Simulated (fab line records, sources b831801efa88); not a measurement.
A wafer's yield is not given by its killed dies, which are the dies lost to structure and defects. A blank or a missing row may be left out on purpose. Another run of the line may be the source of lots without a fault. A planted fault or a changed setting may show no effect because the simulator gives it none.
Comparing a struck lot with a sound one	flow sky130	15 out of 708 route steps
Sound: wafers L505.2, L505.4, L505.5. Wafers L497.2, L497.6 were the ones struck. The cause is named last.
Order at every step that has rows: each side's tool, ch and its chambers, its first start. Under that, the readings that differ: sound wafers	struck wafers	difference of the means	sigmas: that difference in standard deviations of wafers without a fault.
alike: a reading whose means differ by less than 2 such deviations, as well as words and numbers matching on both sides. not compared: withheld readings; readings where some wafer has no value; bounds like >300 that might hide an equal value; numbers whose values overlap and for which the record gives no deviation.
The two part at a step that has a row with sigmas, a row that says differs or no value, or rows on one side only. Numbers that don't overlap but have no deviation are shown without sigmas and don't part them. Lack of a reading on every wafer of one side parts them only where that side has two or more wafers.

first, 5 steps without rows for these wafers: SKY_VIA1_STRIP_16 (strips in O2/N2); SKY_VIA1_STRIP_17 (strips in post etch residue remover, time 1200 s); SKY_VIA1_CLEAN_18 (cleans in IPA, time 180 s); SKY_VIA1_CLEAN_19 (cleans in O3/DIW); SKY_VIA1_SPUTTER_20 (material TiN, target thk 20 nm, time 80 s).
SKY_VIA1_CVD_21: deposits W, target thk 270 nm, time 80.902 s.
  sound on cvd-w-01 ch 0,1, day 40 03:35; struck on cvd-w-01 ch 0,1, day 37 17:28
  alike: heater-power-w
SKY_VIA1_RS_MEAS_22: a four-point-probe measurement.
  sound on film-metro-01, day 40 03:41; struck on film-metro-01, day 37 17:34
  alike: VIA1_W_RS
SKY_VIA1_THK_MEAS_23: measures by xrf.
  sound on film-metro-01, day 40 03:48; struck on film-metro-01, day 37 17:41
reading	sound	struck	difference	sigmas
VIA1_W_THK (nm)	273 276 270	268 264	-7	-2
SKY_VIA1_CMP_24: polishes, stops on SiO2, t overpolish 15 s, target thk 0 nm.
  sound on cmp-01 ch 0,1,2, day 40 03:54; struck on cmp-01 ch 1,2, day 37 17:50
reading	sound	struck	difference	sigmas
time-to-endpoint-s (s)	67.5 65.6 63.7	60.4 60.9	-4.9	-2
  alike: edge-zone-pressure-frac, motor-current-A, overpolish-run-s, retaining-ring-pressure-frac
then, 1 step without rows for these wafers: SKY_METAL2_SPUTTER_00 (material Ti, target thk 15 nm, time 10 s).
SKY_METAL2_SPUTTER_01: material TiN, target thk 20 nm, time 16.7 s.
  sound on pvd-sputter-01, day 40 04:10; struck on pvd-sputter-03, day 37 18:03
  alike: throttle-valve-pct
SKY_METAL2_SPUTTER_02: material AlCu, target thk 250 nm, time 13.3 s.
  sound on pvd-sputter-01, day 40 04:12; struck on pvd-sputter-03, day 37 18:05
  alike: throttle-valve-pct
SKY_METAL2_SPUTTER_03: material Ti, target thk 5 nm, time 3.3 s.
  sound on pvd-sputter-01, day 40 04:13; struck on pvd-sputter-03, day 37 18:06
reading	sound	struck	difference	sigmas
model.Ti_of_METAL2_SPUTTER_03.thk-nm (nm)	4.919 4.969 4.967	6.207 6.113	+1.208	
  alike: throttle-valve-pct
SKY_METAL2_SPUTTER_04: material TiN, target thk 70 nm, time 58.3 s.
  sound on pvd-sputter-01, day 40 04:14; struck on pvd-sputter-03, day 37 18:07
  alike: throttle-valve-pct
-- the record jumps here: 11 days lie between the struck wafers' starts before and after (it left off in module METAL2 and takes up again in module PAD_OPEN, whose first step shown is number 708 of the route) --
SKY_PAD_OPEN_PROBE_99:
  the record has rows for the struck wafers here (prober-01, day 48 16:02) and none for the sound ones

== WHERE THEY PART ==
Earliest at SKY_VIA1_THK_MEAS_23; latest, in this record, at SKY_PAD_OPEN_PROBE_99.

WHY: what had been put in by the simulator
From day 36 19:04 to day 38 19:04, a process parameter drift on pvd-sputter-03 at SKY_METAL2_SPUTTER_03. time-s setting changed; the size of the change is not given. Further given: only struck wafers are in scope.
